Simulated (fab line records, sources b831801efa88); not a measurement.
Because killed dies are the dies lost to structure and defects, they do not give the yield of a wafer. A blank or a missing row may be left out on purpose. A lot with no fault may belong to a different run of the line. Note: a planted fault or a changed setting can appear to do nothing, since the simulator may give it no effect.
What tool caused it? / flow sky130 / 11 lots with 33 wafers sampled at 4 steps, on a route of 708 steps

WHAT THE GAUGES SHOWED, per wafer
SKY_POLY_GATE_THK_MEAS_04.
lot=L450; measured=day 15 22:39; on=film metro-01; POLY_GATE_CVD_03_THK (nm)=75.9 76.6 75.9
lot=L451; measured=day 16 04:50; on=film metro-03; POLY_GATE_CVD_03_THK (nm)=75.1 75.3 75.1
lot=L456; measured=day 17 19:47; on=film metro-01; POLY_GATE_CVD_03_THK (nm)=76.2 75.2 75.9
lot=L457; measured=day 17 22:55; on=film metro-03; POLY_GATE_CVD_03_THK (nm)=76.4 76.5 75.8
lot=L459; measured=day 19 05:47; on=film metro-01; POLY_GATE_CVD_03_THK (nm)=75.5 74.7 75.1
lot=L463; measured=day 20 13:55; on=film metro-03; POLY_GATE_CVD_03_THK (nm)=75.4 75.3 75.0
lot=L465; measured=day 21 12:40; on=film metro-04; POLY_GATE_CVD_03_THK (nm)=76.2 75.7 75.7
lot=L469; measured=day 22 10:59; on=film metro-01; POLY_GATE_CVD_03_THK (nm)=74.6 74.3 74.7
lot=L470; measured=day 22 12:59; on=film metro-04; POLY_GATE_CVD_03_THK (nm)=75.4 75.1 75.2
lot=L471; measured=day 23 03:04; on=film metro-03; POLY_GATE_CVD_03_THK (nm)=74.9 75.1 74.9
lot=L472; measured=day 23 09:32; on=film metro-03; POLY_GATE_CVD_03_THK (nm)=75.4 75.1 76.5

WHICH TOOL RAN EACH LOT (tool, then ch and the chambers of the sampled wafers, then the start)
lot=L450; SKY_FIELD_ISO_ETCH_15=rie diel-03 ch 1,3, day 2 14:22; SKY_FIELD_ISO_STRIP_16=plasma asher-02 ch 0,1, day 2 14:26; SKY_FIELD_ISO_CMP_27=cmp-01 ch 2,3, day 2 19:31
lot=L451; SKY_FIELD_ISO_ETCH_15=rie diel-04 ch 0,2,3, day 2 15:04; SKY_FIELD_ISO_STRIP_16=plasma asher-01 ch 0,1, day 2 15:08; SKY_FIELD_ISO_CMP_27=cmp-02 ch 0,1,2, day 2 19:37
lot=L456; SKY_FIELD_ISO_ETCH_15=rie diel-04 ch 0,1,3, day 3 19:40; SKY_FIELD_ISO_STRIP_16=plasma asher-01 ch 0,1, day 3 19:44; SKY_FIELD_ISO_CMP_27=cmp-02 ch 0,2, day 3 23:07
lot=L457; SKY_FIELD_ISO_ETCH_15=rie diel-04 ch 0,1,2, day 3 22:28; SKY_FIELD_ISO_STRIP_16=plasma asher-01 ch 0,1, day 3 22:32; SKY_FIELD_ISO_CMP_27=cmp-02 ch 0,1,2, day 4 02:55
lot=L459; SKY_FIELD_ISO_ETCH_15=rie diel-04 ch 0,1, day 4 09:19; SKY_FIELD_ISO_STRIP_16=plasma asher-02 ch 0,1, day 4 09:23; SKY_FIELD_ISO_CMP_27=cmp-01 ch 0,2,3, day 4 15:34
lot=L463; SKY_FIELD_ISO_ETCH_15=rie diel-02 ch 1,3, day 5 06:40; SKY_FIELD_ISO_STRIP_16=plasma asher-01 ch 0,1, day 5 06:44; SKY_FIELD_ISO_CMP_27=cmp-02 ch 0,1, day 5 11:10
lot=L465; SKY_FIELD_ISO_ETCH_15=rie diel-02 ch 0,1,2, day 5 19:13; SKY_FIELD_ISO_STRIP_16=plasma asher-02 ch 0,1, day 5 19:17; SKY_FIELD_ISO_CMP_27=cmp-02 ch 0,2,3, day 6 00:40
lot=L469; SKY_FIELD_ISO_ETCH_15=rie diel-03 ch 0,1,3, day 6 12:49; SKY_FIELD_ISO_STRIP_16=plasma asher-02 ch 0,1, day 6 12:52; SKY_FIELD_ISO_CMP_27=cmp-01 ch 1,2,3, day 6 19:45
lot=L470; SKY_FIELD_ISO_ETCH_15=rie diel-04 ch 1,3, day 6 18:28; SKY_FIELD_ISO_STRIP_16=plasma asher-04 ch 0,1, day 6 18:31; SKY_FIELD_ISO_CMP_27=cmp-01 ch 0,1, day 6 21:52
lot=L471; SKY_FIELD_ISO_ETCH_15=rie diel-04 ch 2,3, day 7 00:19; SKY_FIELD_ISO_STRIP_16=plasma asher-02 ch 0,1, day 7 00:22; SKY_FIELD_ISO_CMP_27=cmp-02 ch 0,1,3, day 7 03:42
lot=L472; SKY_FIELD_ISO_ETCH_15=rie diel-02 ch 1,2,3, day 7 04:58; SKY_FIELD_ISO_STRIP_16=plasma asher-02 ch 0,1, day 7 05:01; SKY_FIELD_ISO_CMP_27=cmp-01 ch 0,1,3, day 7 08:55
- SKY_FIELD_ISO_ETCH_15: etches the open film in CHF3/O2, stops on Si, target depth 180 nm, time 72 s.
- SKY_FIELD_ISO_STRIP_16: strips in O2/N2.
- SKY_FIELD_ISO_CMP_27: polishes, stops on Si3N4, t overpolish 16 s, target thk 457.8 nm.

AS READ BY THE TOOLS THEMSELVES (means over the sampled wafers that have a number; for cases with no such wafer, the mark the record gives instead)
SKY_FIELD_ISO_ETCH_15.
lot=L450; tool=rie diel-03; chamber pressure mTorr (mTorr)=40.00; drypump motor current A (A)=5.3; oes product au (a.u.)=0.948; throttle valve pct (%)=8.842
lot=L451; tool=rie diel-04; chamber pressure mTorr (mTorr)=39.99; drypump motor current A (A)=5.4; oes product au (a.u.)=0.954; throttle valve pct (%)=8.850
lot=L456; tool=rie diel-04; chamber pressure mTorr (mTorr)=39.98; drypump motor current A (A)=5.5; oes product au (a.u.)=0.944; throttle valve pct (%)=8.842
lot=L457; tool=rie diel-04; chamber pressure mTorr (mTorr)=39.98; drypump motor current A (A)=5.6; oes product au (a.u.)=0.950; throttle valve pct (%)=8.847
lot=L459; tool=rie diel-04; chamber pressure mTorr (mTorr)=39.97; drypump motor current A (A)=5.6; oes product au (a.u.)=0.952; throttle valve pct (%)=8.841
lot=L463; tool=rie diel-02; chamber pressure mTorr (mTorr)=39.96; drypump motor current A (A)=5.3; oes product au (a.u.)=0.944; throttle valve pct (%)=8.846
lot=L465; tool=rie diel-02; chamber pressure mTorr (mTorr)=39.99; drypump motor current A (A)=5.9; oes product au (a.u.)=0.950; throttle valve pct (%)=8.854
lot=L469; tool=rie diel-03; chamber pressure mTorr (mTorr)=40.03; drypump motor current A (A)=5.6; oes product au (a.u.)=0.949; throttle valve pct (%)=8.849
lot=L470; tool=rie diel-04; chamber pressure mTorr (mTorr)=40.01; drypump motor current A (A)=5.6; oes product au (a.u.)=0.946; throttle valve pct (%)=8.844
lot=L471; tool=rie diel-04; chamber pressure mTorr (mTorr)=40.03; drypump motor current A (A)=5.5; oes product au (a.u.)=0.951; throttle valve pct (%)=8.842
lot=L472; tool=rie diel-02; chamber pressure mTorr (mTorr)=40.01; drypump motor current A (A)=5.6; oes product au (a.u.)=0.948; throttle valve pct (%)=8.836

SKY_FIELD_ISO_STRIP_16.
lot=L450; tool=plasma asher-02; chamber pressure mTorr (mTorr)=1499.9; drypump motor current A (A)=5.9; oes product au (a.u.)=0.382; strip time to endpoint s (s)=3.58
lot=L451; tool=plasma asher-01; chamber pressure mTorr (mTorr)=1500.2; drypump motor current A (A)=6.5; oes product au (a.u.)=0.376; strip time to endpoint s (s)=3.53
lot=L456; tool=plasma asher-01; chamber pressure mTorr (mTorr)=1501.3; drypump motor current A (A)=6.5; oes product au (a.u.)=0.361; strip time to endpoint s (s)=3.14
lot=L457; tool=plasma asher-01; chamber pressure mTorr (mTorr)=1500.1; drypump motor current A (A)=6.5; oes product au (a.u.)=0.359; strip time to endpoint s (s)=3.19
lot=L459; tool=plasma asher-02; chamber pressure mTorr (mTorr)=1499.5; drypump motor current A (A)=6.0; oes product au (a.u.)=0.345; strip time to endpoint s (s)=2.74
lot=L463; tool=plasma asher-01; chamber pressure mTorr (mTorr)=1500.4; drypump motor current A (A)=6.5; oes product au (a.u.)=0.376; strip time to endpoint s (s)=3.56
lot=L465; tool=plasma asher-02; chamber pressure mTorr (mTorr)=1500.5; drypump motor current A (A)=5.9; oes product au (a.u.)=0.380; strip time to endpoint s (s)=3.56
lot=L469; tool=plasma asher-02; chamber pressure mTorr (mTorr)=1500.4; drypump motor current A (A)=6.0; oes product au (a.u.)=0.377; strip time to endpoint s (s)=3.54
lot=L470; tool=plasma asher-04; chamber pressure mTorr (mTorr)=1501.1; drypump motor current A (A)=5.5; oes product au (a.u.)=0.374; strip time to endpoint s (s)=3.51
lot=L471; tool=plasma asher-02; chamber pressure mTorr (mTorr)=1500.4; drypump motor current A (A)=6.0; oes product au (a.u.)=0.381; strip time to endpoint s (s)=3.53
lot=L472; tool=plasma asher-02; chamber pressure mTorr (mTorr)=1498.9; drypump motor current A (A)=6.0; oes product au (a.u.)=0.378; strip time to endpoint s (s)=3.62

SKY_FIELD_ISO_CMP_27.
lot=L450; tool=cmp-01; motor current A (A)=11.7
lot=L451; tool=cmp-02; motor current A (A)=12.9
lot=L456; tool=cmp-02; motor current A (A)=14.1
lot=L457; tool=cmp-02; motor current A (A)=12.9
lot=L459; tool=cmp-01; motor current A (A)=12.0
lot=L463; tool=cmp-02; motor current A (A)=12.4
lot=L465; tool=cmp-02; motor current A (A)=12.8
lot=L469; tool=cmp-01; motor current A (A)=11.3
lot=L470; tool=cmp-01; motor current A (A)=11.5
lot=L471; tool=cmp-02; motor current A (A)=12.3
lot=L472; tool=cmp-01; motor current A (A)=11.5

THE ANSWER, worked out from the rows above alone
Rule: the lots themselves supply what counts as usual. Put in order of their means at a reading, lots are off if they are a third of the lots or fewer, leave a main group of 4 or more, and stand apart from it by a gap of 3 or more times the standard deviation of the main group's means; of several such gaps the widest counts. A main group is skipped when, at the precision printed for the reading in the tables above, its means are all equal. A lot without any number at a reading at which 4 lots or more have one is off too. Where the step has rows for the other lots, those lots are counted as sound. Order of review: gauges by route order, followed by the tools' own readings, for which a lot's mean as printed above is used. The first step at which some lot is off is used, and at that step the reading that is off furthest; a lot without a number counts as furthest.
Off, at SKY_FIELD_ISO_STRIP_16 on strip time to endpoint s: L456, L457, L459. The main group: mean 3.55 s, standard deviation 0.032.
A tool fits if, at that step or a process step before it, it ran every lot that is off, and no sound lot after the first of them. Not one of the candidates tried fits.

WHAT THE SIMULATOR PUT IN
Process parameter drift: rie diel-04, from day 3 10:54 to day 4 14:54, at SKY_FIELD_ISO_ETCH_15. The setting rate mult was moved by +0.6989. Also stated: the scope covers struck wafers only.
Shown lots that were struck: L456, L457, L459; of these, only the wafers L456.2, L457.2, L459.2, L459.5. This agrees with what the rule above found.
